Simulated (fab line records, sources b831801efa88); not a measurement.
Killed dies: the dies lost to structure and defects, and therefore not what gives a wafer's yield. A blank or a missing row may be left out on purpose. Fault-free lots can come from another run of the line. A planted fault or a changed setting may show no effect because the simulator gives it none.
Which tool did it?	flow sky130	Sampling: 13 lots, 38 wafers, 5 of 708 route steps

## WHAT EACH GAUGE READ, for each wafer
SKY_DNWELL_TW_MEAS_09. Usual: DNWELL_TW 1119, standard deviation 7.9.
lot	measured	on	DNWELL_TW	flag
L405	day 3 11:53	film-metro-02	1112 1109 1110	
L406	day 3 14:36	film-metro-02	1110 1108 1115	
L407	day 3 18:19	film-metro-02	1110 1113 1112	
L408	day 4 00:49	film-metro-02	1114 1112 1113	
L409	day 4 06:28	film-metro-04	1118 1116 1123	
L411	day 4 16:31	film-metro-04	1125 1124 1118	
L412	day 4 22:13	film-metro-02	1120 1122 1112	
L413	day 5 04:07	film-metro-02	1103 1108 1104	
L414	day 5 10:40	film-metro-01	1130 1132 1128	
L415	day 5 16:25	film-metro-02	1114 1117 1113	
L417	day 6 05:43	film-metro-01	1130 1123	
L420	day 6 18:56	film-metro-04	1122 1123 1116	
L424	day 7 16:07	film-metro-04	1122 1124 1126	

SKY_NWELL_OVL_MEAS_10. Usual: NWELL_00_OVL 0.3 nm, standard deviation 1.5.
lot	measured	on	NWELL_00_OVL (nm)	flag
L405	day 4 20:26	overlay-02	-0.2 0.7 -0.3	
L406	day 5 00:04	overlay-02	-1.7 -2.3 -3.0	
L407	day 5 04:25	overlay-01	0.1 1.0 0.5	
L408	day 5 12:04	overlay-01	-0.5 -0.2 -1.9	
L409	day 5 17:12	overlay-02	1.2 0.9 2.7	
L411	day 6 05:07	overlay-01	-1.3 -1.4 -2.5	
L412	day 6 10:10	overlay-02	0.6 1.7 -0.2	
L413	day 6 16:48	overlay-01	0.1 0.8 0.5	
L414	day 6 23:57	overlay-01	2.9 1.5 1.4	
L415	day 7 06:01	overlay-01	-0.1 0.3 -1.1	
L417	day 7 21:16	overlay-01	1.2 1.3	
L420	day 8 11:04	overlay-02	-0.3 -1.3 -0.3	
L424	day 9 09:19	overlay-01	0.2 -0.6 1.0	

SKY_CONTACT_CD_MEAS_14: the cd target is 170 nm. Usual: cd-nm reads 169.5 nm (standard deviation 1.6).
lot	measured	on	cd-nm (nm)	flag
L405	day 31 17:40	cd-sem-02	168.7 169.7 169.4	
L406	day 32 00:15	cd-sem-01	170.0 170.7 168.8	
L407	day 32 04:48	cd-sem-01	170.9 171.0 170.7	
L408	day 32 21:11	cd-sem-02	168.0 168.9 167.4	
L409	day 33 06:44	cd-sem-01	169.2 170.1 171.3	
L411	day 33 23:21	cd-sem-02	169.4 169.7 169.0	
L412	day 34 04:13	cd-sem-02	170.1 170.6 168.6	
L413	day 34 14:31	cd-sem-01	174.3 172.8 171.5	
L414	day 35 00:20	cd-sem-01	167.7 166.0 166.9	
L415	day 35 07:23	cd-sem-01	169.1 169.5 170.6	
L417	day 36 08:01	cd-sem-01	133.1 132.6	OFF
L420	day 36 18:10	cd-sem-02	171.3 134.2 169.3	OFF
L424	day 37 18:46	cd-sem-01	169.2 167.7 168.0	

## WHICH TOOL RAN EACH LOT (tool, then ch and the chambers of the sampled wafers, then the start)
lot	SKY_POLY_GATE_ETCH_17	SKY_CONTACT_EXPOSE_11
L405	rie-si-02 ch 0,1, day 16 15:27	krf-scanner-01 ch 0, day 31 03:54
L406	rie-si-01 ch 1,2, day 17 00:12	krf-scanner-01 ch 0, day 31 10:34
L407	rie-si-01 ch 0,1,2, day 17 04:42	krf-scanner-02 ch 0, day 31 15:41
L408	rie-si-01 ch 0,1,2, day 17 21:09	krf-scanner-02 ch 0, day 32 07:44
L409	rie-si-02 ch 0,1,2, day 18 08:24	krf-scanner-01 ch 0, day 32 17:54
L411	rie-si-01 ch 1,2,3, day 19 04:23	krf-scanner-02 ch 0, day 33 09:52
L412	rie-si-01 ch 0,1,3, day 19 07:47	krf-scanner-02 ch 0, day 33 14:52
L413	rie-si-01 ch 2,3, day 19 18:59	krf-scanner-02 ch 0, day 34 02:20
L414	rie-si-02 ch 0,1,2, day 20 08:38	krf-scanner-02 ch 0, day 34 10:49
L415	rie-si-02 ch 0,3, day 20 14:26	krf-scanner-02 ch 0, day 34 17:56
L417	rie-si-02 ch 0,1, day 21 20:59	krf-scanner-02 ch 0, day 35 19:19
L420	rie-si-01 ch 2,3, day 22 08:13	krf-scanner-02 ch 0, day 36 05:50
L424	rie-si-01 ch 1,3, day 23 12:56	krf-scanner-01 ch 0, day 37 06:01
- SKY_POLY_GATE_ETCH_17: etches poly-Si in HBr/Cl2, stops on SiO2, target depth 180 nm, time 70.5 s.
- SKY_CONTACT_EXPOSE_11: exposes mask CTM1, target cd 170 nm.

## WHAT THE TOOLS THEMSELVES READ (means of the sampled wafers that have a number; where no wafer has one, the mark that the record gives instead)
SKY_POLY_GATE_ETCH_17. Usual: HBr_flow_sccm 150.0 sccm, standard deviation 0.42; drypump-motor-current-A 5.6 A, standard deviation 0.63; he-backside-leak-sccm 2.58 sccm, standard deviation 0.18; oes-product-au 0.987 a.u., standard deviation 0.0064; throttle-valve-pct 33.684 %, standard deviation 0.0099.
lot	tool	HBr_flow_sccm (sccm)	drypump-motor-current-A (A)	he-backside-leak-sccm (sccm)	oes-product-au (a.u.)	throttle-valve-pct (%)	flag
L405	rie-si-02	150.3	5.8	2.66	0.989	33.687	
L406	rie-si-01	149.9	4.9	2.57	0.988	33.675	
L407	rie-si-01	150.2	5.4	2.55	0.989	33.685	
L408	rie-si-01	150.5	5.4	2.49	0.983	33.688	
L409	rie-si-02	150.0	5.7	2.75	1.000	33.689	
L411	rie-si-01	149.8	5.3	2.49	0.983	33.692	
L412	rie-si-01	149.9	5.8	2.65	0.979	33.694	
L413	rie-si-01	150.0	5.3	2.52	0.992	33.684	
L414	rie-si-02	150.0	5.7	2.55	0.987	33.681	
L415	rie-si-02	149.9	6.1	2.73	0.991	33.672	
L417	rie-si-02	149.8	5.9	2.50	0.987	33.669	
L420	rie-si-01	150.2	5.8	2.61	0.994	33.683	
L424	rie-si-01	150.0	5.3	2.46	0.986	33.683	

## THE ANSWER, worked out from the rows above alone
Rule: a lot counts as off when the mean over its wafers that have a number is more than 3 standard deviations away from the usual mean. Also off: a lot with no number at a reading for which 4 or more lots have one. Where the step has rows for the other lots, those lots are counted as sound. After the gauges, taken in route order, come the tools' own readings; for these a lot's mean is taken, as printed above. At the first step where some lot is off, the reading lying furthest off is the one used; lots without a number count as furthest.
Off: L417, L420, at SKY_CONTACT_CD_MEAS_14 (cd-nm).
A tool fits if, at a process step before that reading, it ran every lot that is off, and no sound lot after the first of them. The gauges at SKY_CONTACT_CD_MEAS_14 are tried like those tools. One fits: krf-scanner-02 at SKY_CONTACT_EXPOSE_11. Its last sound lot is L415 (day 34 17:56), its first lot that is off L417 (day 35 19:19): a fault that began between those two fits.

## WHAT THE SIMULATOR PUT IN
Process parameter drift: krf-scanner-02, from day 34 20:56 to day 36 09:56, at SKY_CONTACT_EXPOSE_11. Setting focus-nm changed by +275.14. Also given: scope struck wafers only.
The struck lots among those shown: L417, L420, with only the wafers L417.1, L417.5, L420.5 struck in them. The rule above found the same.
